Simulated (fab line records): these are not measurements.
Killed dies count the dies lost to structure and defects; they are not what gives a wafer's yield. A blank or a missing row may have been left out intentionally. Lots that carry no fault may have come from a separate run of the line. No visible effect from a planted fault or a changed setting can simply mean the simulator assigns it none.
Which tool was responsible? ; flow gf180mcu ; 12 lots, 36 wafers sampled, at 2 steps of a route of 602

## WHAT THE GAUGES READ, wafer by wafer
GF_V5_RS_MEAS_24: measurement is done with a four-point probe. Usual: for V5_W_RS the level is 0.329 ohm/sq and the standard deviation is 0.004.
lot;measured;on;V5_W_RS (ohm/sq);flag
L621;day 27 14:11;film_metro-01;0.332 0.330 0.330;
L622;day 27 17:32;film_metro-01;0.327 0.323 0.324;
L623;day 28 06:38;film_metro-04;0.324 0.323 0.329;
L624;day 28 12:49;film_metro-02;0.324 0.321 0.331;
L625;day 28 18:57;film_metro-04;0.327 0.327 0.325;
L627;day 29 09:40;film_metro-02;0.324 0.325 0.325;
L628;day 29 11:22;film_metro-01;0.321 0.328 0.324;
L632;day 30 22:17;film_metro-02;0.337 0.333 0.336;
L633;day 31 10:30;film_metro-04;0.333 0.331 0.329;
L636;day 32 02:57;film_metro-01;0.336 0.332 0.337;
L640;day 32 22:37;film_metro-02;0.328 0.330 0.330;
L641;day 33 04:16;film_metro-04;0.330 0.333 0.332;

## WHAT TOOL EACH LOT RAN ON (gives the tool, then ch and the chambers of the sampled wafers, and finally the start)
lot;GF_V5_ETCH_16
L621;rie_diel-02 ch 2,3, day 27 13:14
L622;rie_diel-03 ch 1,2,3, day 27 16:38
L623;rie_diel-01 ch 1,2,3, day 28 05:20
L624;rie_diel-01 ch 0,2,3, day 28 11:48
L625;rie_diel-01 ch 2,3, day 28 17:56
L627;rie_diel-01 ch 2,3, day 29 07:17
L628;rie_diel-02 ch 0,3, day 29 10:21
L632;rie_diel-02 ch 1,2, day 30 21:20
L633;rie_diel-02 ch 0,1,3, day 31 09:35
L636;rie_diel-03 ch 1,2, day 32 02:03
L640;rie_diel-02 ch 0,2, day 32 21:41
L641;rie_diel-02 ch 0,1, day 33 03:20
- GF_V5_ETCH_16: etches BARC in N2/H2.

## WHAT THE TOOLS THEMSELVES READ (means of the sampled wafers that have a number; where no wafer has one, the mark that the record gives instead)
GF_V5_ETCH_16. Usual: chamber_pressure_mTorr 30.003 mTorr, standard deviation 0.026; drypump_motor_current_A 6.0 A, standard deviation 0.35; oes_product_au 0.855 a.u., standard deviation 0.0045; throttle_valve_pct 13.225 %, standard deviation 0.0087.
lot;tool;chamber_pressure_mTorr (mTorr);drypump_motor_current_A (A);oes_product_au (a.u.);throttle_valve_pct (%);flag
L621;rie_diel-02;29.985;6.2;0.856;13.223;
L622;rie_diel-03;30.013;6.1;0.853;13.226;
L623;rie_diel-01;30.029;6.2;0.852;13.221;
L624;rie_diel-01;30.005;5.9;0.856;13.228;
L625;rie_diel-01;29.983;6.0;0.857;13.225;
L627;rie_diel-01;30.010;5.9;0.855;13.220;
L628;rie_diel-02;29.997;5.8;0.857;13.214;
L632;rie_diel-02;30.015;6.0;0.851;13.225;
L633;rie_diel-02;30.006;5.8;0.854;13.225;
L636;rie_diel-03;30.000;6.0;0.853;13.226;
L640;rie_diel-02;30.000;5.8;0.857;13.232;
L641;rie_diel-02;29.994;5.6;0.861;13.218;

## THE ANSWER, worked out from the rows above alone
Rule: take the mean of a lot's wafers that have a number; if it is more than 3 standard deviations from the usual mean, the lot is off. A lot without any number at a reading at which 4 lots or more have one is off too. Any other lot the step has rows for is counted as sound. After the gauges, taken in route order, come the tools' own readings; for these a lot's mean is taken, as printed above. At the first step where some lot is off, the reading lying furthest off is the one used; lots without a number count as furthest.
None of the lots is off at any reading shown; this tells nothing.

## WHAT HAD BEEN PUT IN BY THE SIMULATOR
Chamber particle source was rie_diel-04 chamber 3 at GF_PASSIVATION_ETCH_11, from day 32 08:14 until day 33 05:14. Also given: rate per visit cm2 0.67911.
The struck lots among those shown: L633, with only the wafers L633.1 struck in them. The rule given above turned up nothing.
